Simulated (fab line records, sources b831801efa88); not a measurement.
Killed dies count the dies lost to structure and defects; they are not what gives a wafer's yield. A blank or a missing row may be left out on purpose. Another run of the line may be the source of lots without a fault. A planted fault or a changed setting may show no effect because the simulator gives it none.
Chamber matching	flow sky130	SKY_CONTACT_CMP_27 on cmp-02: 4 sister chambers
The step polishes, stops on SiO2, t overpolish 15 s, target thk 0 nm. 4 wafers are shown with their chamber, then 7 later ones without.

## WAFERS, EACH WITH ITS CHAMBER
wafer	chamber	motor_current_A (A)
L176.1	2	10.6
L176.4	3	9.7
L180.1	0	12.6
L180.2	1	12.1

## WAFERS WITH NO CHAMBER GIVEN
wafer	motor_current_A (A)
L180.4	9.6
L181.3	9.9
L181.5	9.8
L181.6	9.3
L185.1	10.5
L185.2	12.4
L185.5	11.5

## WHICH CHAMBER EACH ONE RAN IN
wafer	from the rows above	in truth
L180.4	3	3
L181.3	can't be placed: 3 or 2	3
L181.5	3	3
L181.6	3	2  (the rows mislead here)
L185.1	2	2
L185.2	can't be placed: 0 or 1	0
L185.5	can't be placed: 1 or 2 or 0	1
Placed correctly: 3 of 7. From these rows, 3 cannot be placed; in 3 the true chamber is one of the candidates. Wrongly placed: 1.
How it was worked out, from the rows above alone: a wafer's distance from a chamber is the root of the sum, over the readings, of the square of ((its reading less the chamber's mean) divided by the reading's scatter). If the next closest chamber is less than 2 further off than the closest, the wafer can't be placed; otherwise it belongs to the closest. A chamber's mean is the mean of its shown wafers. The scatter (one wafer shown for each chamber): square how far every hidden wafer sits from the nearest shown wafer, average those squares and take the square root.
